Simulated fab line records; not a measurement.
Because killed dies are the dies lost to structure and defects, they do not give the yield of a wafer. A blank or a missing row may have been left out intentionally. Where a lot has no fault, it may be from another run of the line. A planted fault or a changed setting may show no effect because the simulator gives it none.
2 desks, one fault :: flow gf180mcu :: every desk sees just its own numbers, and what lay behind them comes last

TOOL OWNER'S DESK, hdpcvd-01
The tool's own readings at GF_V1_CVD_00 (deposits SiO2, target thk 600 nm, time 100 s): means of the sampled wafers that have a number, for each lot that ran on this tool. Any lot whose mean is over 4 standard deviations away from the usual mean is out of limits and marked OUT; that distance is given in the brackets.
Columns: A = sih4_flow_sccm at GF_V1_CVD_00, usual 59.98 sccm
lot: L140
first seen here: day 17 03:52
A: 59.96

lot: L141
first seen here: day 17 15:36
A: 60.14

lot: L144
first seen here: day 18 18:27
A: 59.98

lot: L145
first seen here: day 19 05:57
A: 59.90

lot: L146
first seen here: day 19 19:10
A: 60.03

lot: L147
first seen here: day 20 17:35
A: 60.00

lot: L150
first seen here: day 21 21:40
A: 48.16 (-70) OUT

lot: L153
first seen here: day 22 21:32
A: 47.98 (-71) OUT

lot: L162
first seen here: day 25 06:46
A: 59.96
Finding of this desk: L150, L153 out of limits; the first was L150 at day 21 21:40, on sih4_flow_sccm at GF_V1_CVD_00. Within limits: L140, L141, L144, L145, L146, L147, L162.

METROLOGY DESK
Lot by lot, what the gauges showed, no matter which tool ran the lot: averages of those sampled wafers that carry a number. Any lot whose mean is over 4 standard deviations away from the usual mean is out of limits and marked OUT; that distance is given in the brackets.
Columns: A = V1_CVD_00_THK at GF_V1_THK_MEAS_01, usual 601 nm; B = V2_CVD_00_THK at GF_V2_THK_MEAS_01, usual 598 nm
lot: L140
first seen here: day 17 03:57
A: 592
B: 593

lot: L141
first seen here: day 17 15:42
A: 600
B: 609

lot: L142
first seen here: day 17 21:23
A: 613
B: 611

lot: L144
first seen here: day 18 18:32
A: 595
B: 603

lot: L145
first seen here: day 19 06:02
A: 599
B: 599

lot: L146
first seen here: day 19 19:14
A: 595
B: 600

lot: L147
first seen here: day 20 17:41
A: 599
B: 602

lot: L150
first seen here: day 21 21:46
A: 473 (-17) OUT
B: 593

lot: L153
first seen here: day 22 21:38
A: 482 (-15) OUT
B: 593

lot: L158
first seen here: day 24 09:58
A: 603
B: 607

lot: L160
first seen here: day 24 14:04
A: 609
B: 598

lot: L162
first seen here: day 25 06:51
A: 598
B: 591
This desk finds L150, L153 out of limits, with the earliest case on L150 at day 21 21:46 (V1_CVD_00_THK at GF_V1_THK_MEAS_01). Within limits: L140, L141, L142, L144, L145, L146, L147, L158, L160, L162.

ALL TOGETHER
An alarm could have come from the tool owner's desk at day 21 21:40, on L150, L153.
L150, L153 would have let the metrology desk raise an alarm at day 21 21:46.
The lots listed all ran GF_V1_CVD_00 on hdpcvd-01.

WHAT THE SIMULATOR PUT IN
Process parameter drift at GF_V1_CVD_00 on hdpcvd-01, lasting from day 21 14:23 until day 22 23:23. From 60, the setting sih4_flow_sccm moved by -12. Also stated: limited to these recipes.
Struck lots among those shown: L150, L153.
Time in hours from fault onset to the first out-of-limits reading at each desk: tool owner's desk 7, metrology desk 7.
